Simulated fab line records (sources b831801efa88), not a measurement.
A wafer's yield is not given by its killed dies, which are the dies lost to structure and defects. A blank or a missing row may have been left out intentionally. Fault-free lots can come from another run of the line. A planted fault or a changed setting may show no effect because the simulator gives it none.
A lot that was struck, set against a sound lot || flow sky130 || 16 steps out of a route of 708
Sound: the wafers L448.1, L448.2, L448.3. Struck: wafers L461.1, L461.2, L461.6. Last of all comes the cause.
At each step with rows: each side's tool, then ch and its chambers, then its first start. Under that, the readings that differ: sound wafers || struck wafers || difference of the means || sigmas: that difference in standard deviations of wafers without a fault.
alike: a reading whose means differ by less than 2 such deviations, as well as words and numbers matching on both sides. not compared: withheld readings; readings where some wafer has no value; bounds like >300 that might hide an equal value; numbers whose values overlap and for which the record gives no deviation.
A row with sigmas, a row that says differs or no value, or rows on one side alone: a step with any of these is where the two part. When numbers do not overlap yet have no deviation, they are printed without sigmas and do not part them. A reading missing from all wafers of one side parts the sides only when that side holds two or more wafers.

first, 3 steps without rows for these wafers: SKY_LI_CONTACT_EXPOSE_09 (exposes mask LICM1, target cd 170 nm); SKY_LI_CONTACT_PEB_10; SKY_LI_CONTACT_DEVELOP_11 (develop time 60 s).
SKY_LI_CONTACT_CD_MEAS_12 targets a cd of 170 nm.
  sound: cd_sem-02 at day 29 15:47; struck: cd_sem-01 at day 34 01:59
  alike: cd_nm
SKY_LI_CONTACT_OVL_MEAS_13:
  sound: overlay-01 at day 29 15:55; struck: overlay-02 at day 34 02:07
  alike: LI_CONTACT_OVL
SKY_LI_CONTACT_ETCH_14: etches BARC in N2/H2, stops on SiO2, time 45.9 s, target depth 60 nm.
  sound on rie_diel-03 ch 0,2,3, day 29 15:56; struck on rie_diel-02 ch 0,2, day 34 02:08
  alike: drypump_motor_current_A, oes_product_au, throttle_valve_pct
  not compared: rf_hours_counter_h
SKY_LI_CONTACT_ETCH_15: etches PSG in C4F8/O2/Ar, stops on Si, target depth 600 nm.
  sound on rie_diel-03 ch 0,2,3, day 29 15:59; struck on rie_diel-02 ch 0,2, day 34 02:11
  alike: oes_product_au
SKY_LI_CONTACT_STRIP_16: strips in O2/N2.
  sound on plasma_asher-04 ch 0,1, day 29 16:04; struck on plasma_asher-01 ch 0,1, day 34 02:16
  alike: drypump_motor_current_A, oes_product_au, strip_time_to_endpoint_s
  not compared: rf_hours_counter_h
then, 2 steps without rows for these wafers: SKY_LI_CONTACT_CLEAN_17 (cleans in NMP, time 600 s); SKY_LI_CONTACT_PRE_CLEAN_18 (time 5.6 s).
SKY_LI_CONTACT_SPUTTER_19: material Ti, target thk 20 nm, time 106.37 s.
  sound: pvd_sputter-03 at day 29 16:24; struck: pvd_sputter-03 at day 34 02:34
  alike: substrate_temp_c, throttle_valve_pct
SKY_LI_CONTACT_SPUTTER_20: material TiN, target thk 20 nm, time 80 s.
  sound: pvd_sputter-03 at day 29 16:28; struck: pvd_sputter-03 at day 34 02:38
  alike: throttle_valve_pct
SKY_LI_CONTACT_CVD_21: deposits W, target thk 400 nm, time 120.56 s.
  sound on cvd_w-01 ch 0,1, day 29 16:32; struck on cvd_w-01 ch 0,1, day 34 02:42
{"reading": "susceptor_temp_C (C)", "sound": "399.44 399.57 400.04", "struck": "396.86 397.26 397.07", "difference": -2.62, "sigmas": -11}
{"reading": "model.W_of_LI_CONTACT_CVD_21.thk_nm (nm)", "sound": "393.4 399.9 394.6", "struck": "379.5 383.5 381.3", "difference": -14.5, "sigmas": ""}
  alike: heater_power_outer_w, heater_power_w
SKY_LI_CONTACT_RS_MEAS_22: the measuring method here is four-point-probe.
  sound: film_metro-03 at day 29 16:40; struck: film_metro-03 at day 34 02:50
{"reading": "LI_CONTACT_W_RS (ohm/sq)", "sound": "0.2889 0.2843 0.2878", "struck": "0.2996 0.2963 0.2981", "difference": "+0.0110", "sigmas": "+4"}
SKY_LI_CONTACT_THK_MEAS_23: measures by xrf.
  sound: film_metro-03 at day 29 16:47; struck: film_metro-03 at day 34 02:57
  alike: LI_CONTACT_W_THK
then, 1 step without rows for these wafers: SKY_PAD_OPEN_PROBE_99.

WHERE THEY PART
First at SKY_LI_CONTACT_CVD_21; last, within this record, at SKY_LI_CONTACT_RS_MEAS_22. Later steps at which nothing parts them and some readings are alike: SKY_LI_CONTACT_THK_MEAS_23.

WHY: what had been put in by the simulator
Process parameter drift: cvd_w-01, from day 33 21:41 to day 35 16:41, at SKY_LI_CONTACT_CVD_21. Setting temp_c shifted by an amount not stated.
